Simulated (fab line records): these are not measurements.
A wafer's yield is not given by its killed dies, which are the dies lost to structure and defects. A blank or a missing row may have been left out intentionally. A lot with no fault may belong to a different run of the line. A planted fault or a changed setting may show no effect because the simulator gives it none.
Which tool is to blame? :: flow gf180mcu :: 11 lots with 33 wafers sampled at 2 steps, on a route of 602 steps

== WHAT EACH GAUGE READ, for each wafer ==
GF_V4_RS_MEAS_24: the measuring method here is four-point-probe.
lot: L347
measured: day 24 08:56
on: film-metro-01
V4_W_RS (ohm/sq): 0.329 0.334 0.332

lot: L348
measured: day 25 00:16
on: film-metro-03
V4_W_RS (ohm/sq): 0.325 0.326 0.325

lot: L349
measured: day 25 05:12
on: film-metro-01
V4_W_RS (ohm/sq): 0.331 0.326 0.329

lot: L350
measured: day 25 10:04
on: film-metro-01
V4_W_RS (ohm/sq): 0.330 0.328 0.327

lot: L351
measured: day 25 21:32
on: film-metro-04
V4_W_RS (ohm/sq): 0.330 0.328 0.328

lot: L352
measured: day 26 04:29
on: film-metro-04
V4_W_RS (ohm/sq): 0.329 0.330 0.329

lot: L353
measured: day 26 18:11
on: film-metro-03
V4_W_RS (ohm/sq): 0.332 0.333 0.330

lot: L354
measured: day 27 01:15
on: film-metro-01
V4_W_RS (ohm/sq): 0.328 0.328 0.330

lot: L355
measured: day 27 04:18
on: film-metro-01
V4_W_RS (ohm/sq): 0.332 0.328 0.328

lot: L357
measured: day 27 23:28
on: film-metro-04
V4_W_RS (ohm/sq): 0.324 0.332 0.330

lot: L360
measured: day 28 17:11
on: film-metro-01
V4_W_RS (ohm/sq): 0.327 0.331 0.329

== WHICH TOOL RAN EACH LOT (tool, then ch and the chambers of the sampled wafers, then the start) ==
lot: L347
GF_V4_ETCH_16: rie-diel-02 ch 0,1, day 24 08:02

lot: L348
GF_V4_ETCH_16: rie-diel-04 ch 1,2,3, day 24 23:23

lot: L349
GF_V4_ETCH_16: rie-diel-02 ch 1,2, day 25 04:19

lot: L350
GF_V4_ETCH_16: rie-diel-02 ch 1,2, day 25 09:10

lot: L351
GF_V4_ETCH_16: rie-diel-01 ch 1,2,3, day 25 20:37

lot: L352
GF_V4_ETCH_16: rie-diel-02 ch 0,1, day 26 03:32

lot: L353
GF_V4_ETCH_16: rie-diel-04 ch 1,2, day 26 17:17

lot: L354
GF_V4_ETCH_16: rie-diel-02 ch 0,2,3, day 27 00:22

lot: L355
GF_V4_ETCH_16: rie-diel-01 ch 2,3, day 27 03:23

lot: L357
GF_V4_ETCH_16: rie-diel-02 ch 0,1, day 27 22:35

lot: L360
GF_V4_ETCH_16: rie-diel-02 ch 0,1, day 28 16:17
- GF_V4_ETCH_16: etches BARC in N2/H2.

== THE ANSWER, worked out from the rows above alone ==
Rule: usual is defined by the lots themselves. Put in order of their means at a reading, lots are off if they are a third of the lots or fewer, leave a main group of 4 or more, and stand apart from it by a gap of 3 or more times the standard deviation of the main group's means; of several such gaps the widest counts. The tables above print the reading to a certain number of digits; a main group whose means all agree to those digits is not used. A lot without any number at a reading at which 4 lots or more have one is off too. Any other lot the step has rows for is counted as sound.
Across all readings shown, no lot is off: no conclusion can be drawn from this.

== WHAT WAS PUT IN BY THE SIMULATOR ==
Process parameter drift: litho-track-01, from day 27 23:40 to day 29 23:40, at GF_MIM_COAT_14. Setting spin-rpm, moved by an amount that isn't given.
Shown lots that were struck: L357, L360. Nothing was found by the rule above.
